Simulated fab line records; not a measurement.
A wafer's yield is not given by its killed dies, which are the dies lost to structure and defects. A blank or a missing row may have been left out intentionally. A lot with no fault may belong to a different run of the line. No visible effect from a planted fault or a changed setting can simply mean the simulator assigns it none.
Chamber matching || flow gf180mcu || 4 sister chambers for GF_V5_CMP_04 on cmp-01
The step polishes SiO2. 8 wafers are shown with their chamber, then 12 later ones without.

## WAFERS PAIRED WITH THEIR CHAMBERS
{"wafer": "L088.6", "chamber": 3, "motorCurrentA (A)": 11.5}
{"wafer": "L089.3", "chamber": 1, "motorCurrentA (A)": 12.6}
{"wafer": "L089.5", "chamber": 1, "motorCurrentA (A)": 12.2}
{"wafer": "L090.3", "chamber": 0, "motorCurrentA (A)": 11.2}
{"wafer": "L090.6", "chamber": 2, "motorCurrentA (A)": 13.6}
{"wafer": "L092.3", "chamber": 3, "motorCurrentA (A)": 11.8}
{"wafer": "L092.4", "chamber": 0, "motorCurrentA (A)": 10.4}
{"wafer": "L092.6", "chamber": 2, "motorCurrentA (A)": 12.9}

## WAFERS WITHOUT THEIR CHAMBER
{"wafer": "L093.2", "motorCurrentA (A)": 11.2}
{"wafer": "L093.4", "motorCurrentA (A)": 12.4}
{"wafer": "L093.5", "motorCurrentA (A)": 11.5}
{"wafer": "L094.1", "motorCurrentA (A)": 12.2}
{"wafer": "L094.3", "motorCurrentA (A)": 11.6}
{"wafer": "L094.5", "motorCurrentA (A)": 12.2}
{"wafer": "L095.2", "motorCurrentA (A)": 11.9}
{"wafer": "L095.3", "motorCurrentA (A)": 12.0}
{"wafer": "L095.6", "motorCurrentA (A)": 10.9}
{"wafer": "L096.3", "motorCurrentA (A)": 13.2}
{"wafer": "L096.4", "motorCurrentA (A)": 11.3}
{"wafer": "L096.6", "motorCurrentA (A)": 11.2}

## WHICH CHAMBER EACH ONE RAN IN
{"wafer": "L093.2", "from the rows above": "can't be placed: 0 or 3 or 1", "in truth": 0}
{"wafer": "L093.4", "from the rows above": "can't be placed: 1 or 3", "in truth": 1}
{"wafer": "L093.5", "from the rows above": "can't be placed: 3 or 0 or 1", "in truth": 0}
{"wafer": "L094.1", "from the rows above": "can't be placed: 1 or 3", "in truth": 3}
{"wafer": "L094.3", "from the rows above": "can't be placed: 3 or 0 or 1", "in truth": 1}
{"wafer": "L094.5", "from the rows above": "can't be placed: 1 or 3", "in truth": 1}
{"wafer": "L095.2", "from the rows above": "can't be placed: 3 or 1", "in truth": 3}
{"wafer": "L095.3", "from the rows above": "can't be placed: 3 or 1", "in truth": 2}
{"wafer": "L095.6", "from the rows above": "can't be placed: 0 or 3", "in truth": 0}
{"wafer": "L096.3", "from the rows above": "can't be placed: 2 or 1", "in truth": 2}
{"wafer": "L096.4", "from the rows above": "can't be placed: 3 or 0 or 1", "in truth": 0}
{"wafer": "L096.6", "from the rows above": "can't be placed: 0 or 3 or 1", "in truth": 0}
Correct placement for 0 of the 12. Not placeable from these rows: 12 (in 11, the candidates include the true chamber). Placed wrongly: 0.
How it was worked out, from the rows above alone: a wafer's distance from a chamber is the root of the sum, over the readings, of the square of ((its reading less the chamber's mean) divided by the reading's scatter). The wafer belongs to the nearest chamber; if the next one is less than 2 further off, it can't be placed. A chamber's mean is the mean of its shown wafers. The scatter: take each reading less its chamber's mean, square it, sum over the shown wafers, divide by the number of wafers less the number of chambers, and take the root.
